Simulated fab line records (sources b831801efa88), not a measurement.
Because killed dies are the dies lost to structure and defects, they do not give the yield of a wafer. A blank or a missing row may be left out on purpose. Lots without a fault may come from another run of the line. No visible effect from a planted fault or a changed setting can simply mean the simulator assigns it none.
Code-filled problem report in 8D (eight disciplines) form    flow sky130    the parts of the form that need people (team, actions taken, sign-off) are left out

== 1. WHAT WENT WRONG ==
Mean of oes product au at SKY_VIA2_ETCH_14: 0.926 a.u. across 4 wafers in 3 lots; on wafers with no fault it is 0.854 a.u. (standard deviation 0.0044). That puts it +16 standard deviations away from the usual mean.
The step: etches BARC in N2/H2, stops on SiO2, time 45.9 s, target depth 60 nm.
Seen first at day 41 19:13 on rie diel-03, wafer L991.3. Wafers with a number at this step in the record: 18, from 7 lots. The rule behind "out" and "out of limits": a value lying over 4 standard deviations away from the usual mean. The other wafers with a number count as sound.

== 2. WHAT IT IS, AND WHAT IT ISN'T ==
question                     is                              is not
which readings at this step  oes product au, run length s    drypump motor current A, throttle valve pct
which lots                   L991, L994, L996                L974, L979, L983, L986
which wafers of those lots   L991.3, L994.3, L996.3, L996.6  L991.4, L994.1
read on which tools          rie diel-03                     rie diel-04
when                         from day 41 19:13               up to then (13 sound wafers); but 1 sound wafer of L994 came after

== 3. THE SUSPECTS, EACH WITH WHAT RULES IT OUT ==
Counting: if a tool at a process step up to the reading ran every lot that is out, it stays a suspect. Sound lots after the first of them don't rule it out here, since some wafers of a struck lot are sound.
- rie diel-03 at SKY_VIA2_ETCH_14 (etches BARC in N2/H2, stops on SiO2, time 45.9 s, target depth 60 nm): kept. Ran every lot that is out, first one L991 (day 41 19:13); last sound lot up to then L983 (day 39 09:08). Its own oes product au, run length s readings are out on those wafers.
The count leaves rie diel-03 at SKY_VIA2_ETCH_14.

== 4. THE CAUSE (what the simulator had put in) ==
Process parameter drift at SKY_VIA2_ETCH_14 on rie diel-03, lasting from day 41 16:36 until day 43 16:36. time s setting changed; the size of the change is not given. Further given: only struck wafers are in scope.
After counting, this tool was the only one left.

== 5. THE CHAIN OF EFFECTS, in route order ==
Each row: a reading whose mean over the struck wafers that have a number lies more than 3 standard deviations from the usual. Only readings whose record carries a usual standard deviation are examined. hours: median over the lots of the time between each lot's start at the first step of this table that gives one and its start at this step. sigmas: the change, counted in usual standard deviations.
hours  step              reading         usual       on struck wafers  change  sigmas
0      SKY_VIA2_ETCH_14  oes product au  0.854 a.u.  0.926             +0.072  +16
0      SKY_VIA2_ETCH_14  run length s    74.4 s      70.4              -4.0    -8.5
Here are the process steps it includes:
- SKY_VIA2_ETCH_14: etches BARC in N2/H2, stops on SiO2, time 45.9 s, target depth 60 nm.

== 6. HOW IT WOULD HAVE BEEN CAUGHT EARLIER ==
First out-of-limits reading in this record: day 41 19:13, which is 3 hours after fault onset at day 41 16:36.
